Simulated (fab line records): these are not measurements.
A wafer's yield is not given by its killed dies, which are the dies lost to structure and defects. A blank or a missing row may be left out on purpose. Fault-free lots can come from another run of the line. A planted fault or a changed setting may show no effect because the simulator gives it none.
A struck lot beside a sound one / flow sky130 / 34 out of 708 route steps
Sound: these wafers, L905.4, L905.5, L905.6. Wafers struck: L900.2, L900.3, L900.5. At the end, the cause is stated.
Per side, at each step with rows, come the tool, then ch with its chambers, and then its first start. Under that, the readings that differ: sound wafers / struck wafers / difference of the means / sigmas: that difference in standard deviations of wafers without a fault.
alike: same words and numbers on both sides, and readings whose means sit less than 2 such deviations apart. not compared: any withheld reading, any reading some wafer has no value for, any bound like >300 that may hide the same value, and any number with overlapping values for which the record gives no deviation.
The two part at a step that has a row with sigmas, a row that says differs or no value, or rows on one side only. Numbers that have no deviation but don't overlap get no sigmas and don't part them. A reading missing from all wafers of one side parts the sides only when that side holds two or more wafers.

first, 7 steps without rows for these wafers: SKY_SONOS_TUNNEL_DEVELOP_06 (develop time 60 s); SKY_SONOS_TUNNEL_IMPLANT_09; SKY_SONOS_TUNNEL_WET_ETCH_10 (etches SiO2 in dHF, target depth 14 nm, time 280 s); SKY_SONOS_TUNNEL_STRIP_11 (strips in SPM, time 600 s); SKY_SONOS_TUNNEL_CLEAN_13 (cleans in dHF, time 20 s); SKY_SONOS_ONO_OXIDATION_00 (stabilise 600 s, purge 300 s, target thk 2.6 nm); SKY_SONOS_ONO_CVD_02 (deposits Si3N4 from DCS/NH3, target thk 10.5 nm, time 180 s).
SKY_SONOS_ONO_CVD_04: deposits SiO2 from SiH4/N2O, target thk 5.7199 nm.
  sound on lpcvd-03 ch 0, day 17 13:32; struck on lpcvd-03 ch 1, day 13 17:38
reading=model.SiO2_of_SONOS_ONO_CVD_04.thkNm (nm); sound=5.533 5.547 5.574; struck=8.425 8.536 8.415; difference=+2.907; sigmas=
  alike: spikeTcLowerC, zonePowerBottomPct
SKY_SONOS_ONO_THK_MEAS_05:
  sound on filmMetro-02 at day 17 14:49; struck on filmMetro-02 at day 13 18:54
reading=SONOS_ONO_CVD_04_THK (nm); sound=5.47 5.52 5.60; struck=8.41 8.57 8.42; difference=+2.94; sigmas=+24
then, 23 steps without rows for these wafers: SKY_SONOS_ONO_DEHYDRATE_06 (time 60 s); SKY_SONOS_ONO_HMDS_07 (prime time 60 s); SKY_SONOS_ONO_COAT_08 (resist thk 1140 nm); SKY_SONOS_ONO_SOFTBAKE_09 (time 60 s); SKY_SONOS_ONO_EXPOSE_10 (exposes mask ONOM, target cd 410 nm); SKY_SONOS_ONO_PEB_11; SKY_SONOS_ONO_DEVELOP_12 (develop time 60 s); SKY_SONOS_ONO_ETCH_15 (etches the open film in CHF3/O2, target depth 19.52 nm, time 7.8 s); SKY_SONOS_ONO_WET_ETCH_16 (etches SiO2 in dHF, target depth 14 nm, time 280 s); SKY_SONOS_ONO_STRIP_17 (strips in O2/N2); SKY_SONOS_ONO_WET_ETCH_18 (etches Si3N4 in H3PO4, target depth 15 nm, time 172 s); SKY_GATE_OXIDE_CLEAN_00 (cleans in SC1/SC2, time 150 s); SKY_GATE_OXIDE_OXIDATION_01 (stabilise 600 s, purge 300 s, target thk 10.268 nm); SKY_GATE_OXIDE_DEHYDRATE_03 (time 60 s); SKY_GATE_OXIDE_HMDS_04 (prime time 60 s); SKY_GATE_OXIDE_COAT_05 (resist thk 1140 nm); SKY_GATE_OXIDE_SOFTBAKE_06 (time 60 s); SKY_GATE_OXIDE_EXPOSE_07 (exposes mask LVOM, target cd 600 nm); SKY_GATE_OXIDE_PEB_08; SKY_GATE_OXIDE_DEVELOP_09 (develop time 60 s); SKY_GATE_OXIDE_IMPLANT_11; SKY_GATE_OXIDE_WET_ETCH_12 (etches SiO2 in dHF, target depth 16.8 nm, time 336 s); SKY_GATE_OXIDE_STRIP_13 (strips in O2/N2).
-- the record jumps here: 2 days lie between the struck wafers' starts before and after --
SKY_GATE_OXIDE_CLEAN_15: cleans in SC1/SC2, time 150 s.
  sound on wetBench-03 ch 3, day 20 05:02; struck on wetBench-03 ch 3, day 16 03:12
reading=model.SiO2_of_SONOS_ONO_CVD_04.thkNm (nm); sound=4.025 4.037 4.065; struck=6.93 7.038 6.922; difference=+2.92; sigmas=
SKY_PAD_OPEN_PROBE_99:
  the record has rows for the sound wafers here (prober-01, day 50 04:37) and none for the struck ones

WHERE THEY PART
Last at SKY_PAD_OPEN_PROBE_99 as far as this record goes, first at SKY_SONOS_ONO_THK_MEAS_05.

WHY: whatever the simulator had introduced
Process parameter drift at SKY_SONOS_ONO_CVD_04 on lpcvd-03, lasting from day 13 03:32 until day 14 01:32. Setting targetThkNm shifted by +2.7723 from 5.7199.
